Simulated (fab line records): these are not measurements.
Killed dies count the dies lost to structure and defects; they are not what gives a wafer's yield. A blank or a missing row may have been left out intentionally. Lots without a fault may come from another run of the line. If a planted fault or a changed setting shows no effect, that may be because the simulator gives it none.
Matching of chambers	flow gf180mcu	cmp-02 running GF_V2_CMP_04: 4 sister chambers
The step polishes SiO2. 27 wafers are shown with their chamber, then 12 later ones without.

## WAFERS WITH THEIR CHAMBER
wafer	chamber	motor_current_A (A)	slurry_filter_dp_kPa (kPa)	head_pressure_psi (psi)
L075.1	0	16.4	13.62	4.000
L075.2	1	14.7	13.49	4.018
L075.3	3	10.4	13.49	4.004
L076.2	2	11.4	13.57	3.985
L076.5	0	16.3	13.82	4.013
L076.6	3	11.0	13.58	3.998
L078.2	2	11.5	13.44	3.993
L078.3	3	9.6	13.47	3.979
L078.4	1	14.5	13.49	4.018
L081.4	2	10.9	13.42	4.001
L081.5	0	16.2	13.38	4.016
L081.6	3	10.2	13.57	4.007
L083.4	3	10.5	13.46	4.004
L083.5	2	11.2	13.53	3.988
L083.6	1	14.6	13.61	4.011
L084.2	3	10.6	13.58	3.980
L084.3	2	11.4	13.27	4.005
L084.4	1	14.2	13.84	3.992
L087.1	2	10.7	13.39	3.998
L087.3	1	14.3	13.44	3.994
L087.4	0	17.4	13.38	3.992
L089.1	0	15.8	13.52	4.003
L089.4	1	14.8	13.92	4.003
L089.6	0	15.7	13.58	4.008
L092.2	1	14.5	13.48	3.988
L092.4	2	11.0	13.48	4.001
L092.6	3	10.3	13.51	3.988

SIGNATURES (means of the wafers above)
reading	chamber 0	chamber 1	chamber 2	chamber 3	scatter within a chamber
motor_current_A	16.300	14.514	11.157	10.371	0.403
slurry_filter_dp_kPa	13.5500	13.6100	13.4429	13.5229	0.138
head_pressure_psi	4.00533	4.00343	3.99586	3.99429	0.0104
Rule: for a wafer and a chamber, the distance is found by dividing, reading by reading, the gap between the wafer's reading and the chamber's mean by the reading's scatter, squaring, summing and taking the root. The wafer belongs to the nearest chamber; if the next one is less than 2 further off, it can't be placed. The scatter: take each reading less its chamber's mean, square it, sum over the shown wafers, divide by the number of wafers less the number of chambers, and take the root.

## WAFERS WHOSE CHAMBER IS MISSING
wafer	motor_current_A (A)	slurry_filter_dp_kPa (kPa)	head_pressure_psi (psi)
L094.1	15.4	13.48	3.997
L094.5	16.5	13.52	4.009
L094.6	10.5	13.62	3.995
L095.1	10.7	13.54	3.993
L095.2	14.9	13.60	4.001
L095.3	16.8	13.52	3.997
L096.1	16.6	13.31	4.011
L096.3	11.5	13.55	3.994
L096.6	11.2	13.40	4.022
L097.1	9.8	13.59	3.975
L097.2	16.1	13.63	3.986
L097.3	14.7	13.61	4.004

## CHAMBER TAKEN BY EACH
wafer	from the rows above	in truth
L094.1	can't be placed: 0 or 1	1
L094.5	0	0
L094.6	can't be placed: 3 or 2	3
L095.1	can't be placed: 3 or 2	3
L095.2	1	1
L095.3	0	0
L096.1	0	0
L096.3	can't be placed: 2 or 3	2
L096.6	can't be placed: 2 or 3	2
L097.1	can't be placed: 3 or 2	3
L097.2	0	0
L097.3	1	1
Placed correctly: 6 of 12. From these rows, 6 cannot be placed; in 6 the true chamber is one of the candidates. Wrongly placed: 0.
